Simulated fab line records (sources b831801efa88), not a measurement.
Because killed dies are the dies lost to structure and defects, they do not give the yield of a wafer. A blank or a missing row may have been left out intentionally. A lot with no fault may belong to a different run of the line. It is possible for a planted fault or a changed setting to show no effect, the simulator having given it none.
A single fault, viewed from 2 desks	flow gf180mcu	each desk holds nothing but its own numbers, with what lay behind them at the end

== THE METROLOGY DESK ==
What the gauges read, lot by lot, whatever tool the lot ran on: means of the sampled wafers that have a number. Any lot whose mean is over 4 standard deviations away from the usual mean is out of limits and marked OUT; that distance is given in the brackets.
Columns: A = SAB_OVL at GF_SAB_OVL_MEAS_10, usual -0.6 nm; B = SALICIDE_TIN_RS at GF_SALICIDE_RS_MEAS_04, usual 16.3 ohm/sq; C = SALICIDE_TIN_THK at GF_SALICIDE_THK_MEAS_05, usual 20.2 nm
lot	first seen here	A	B	C
L400	day 15 01:44	0.2	16.2	20.4
L409	day 18 14:41	0.6	15.9	20.7
L410	day 19 01:11	-0.0	16.7	20.1
L417	day 21 06:23	0.2	16.7	20.0
L420	day 22 05:17	0.2	16.0	20.0
L421	day 22 13:32	0.5	16.0	20.1
This desk found nothing out of limits on any of the 6 lots.

== AT THE TOOL OWNER'S DESK: rtp-anneal-02 ==
At GF_SALICIDE_RTA_08 (time 30 s), the tool's own readings, given per lot that ran on this tool as the mean of the sampled wafers with a number. Any lot whose mean is over 4 standard deviations away from the usual mean is out of limits and marked OUT; that distance is given in the brackets.
Columns: A = chamber-o2-ppm at GF_SALICIDE_RTA_08, usual 2.000; B = lamp-power-pct at GF_SALICIDE_RTA_08, usual 16.0 %; C = run-length-s at GF_SALICIDE_RTA_08, usual 58.44 s; D = wafer_temp_C_max at GF_SALICIDE_RTA_08, usual 803.6
lot	first seen here	A	B	C	D
L409	day 18 15:42	1.986	14.6	79.97 (+99 or more) OUT	804.0
L410	day 19 02:02	2.007	14.7	80.34 (+99 or more) OUT	803.7
L420	day 22 06:05	2.026	14.7	58.48	803.6
This desk's finding: out of limits on L409, L410; first on L409, day 18 15:42 (run-length-s at GF_SALICIDE_RTA_08). L420 stayed within limits.

== PUT TOGETHER ==
The tool owner's desk had the chance to raise an alarm at day 18 15:42 on L409, L410.
Metrology desk: nothing out of limits seen.
The metrology desk has L409, L410 on record, within its limits.
Of the lots named, all ran GF_SALICIDE_RTA_08 on rtp-anneal-02.

== WHAT THE SIMULATOR HAD INSERTED ==
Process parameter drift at GF_SALICIDE_RTA_08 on rtp-anneal-02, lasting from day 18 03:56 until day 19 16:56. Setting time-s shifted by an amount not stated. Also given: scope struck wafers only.
Struck lots among those shown: L409, L410.
Time in hours from fault onset to the first out-of-limits reading at each desk: the tool owner's desk, 12.
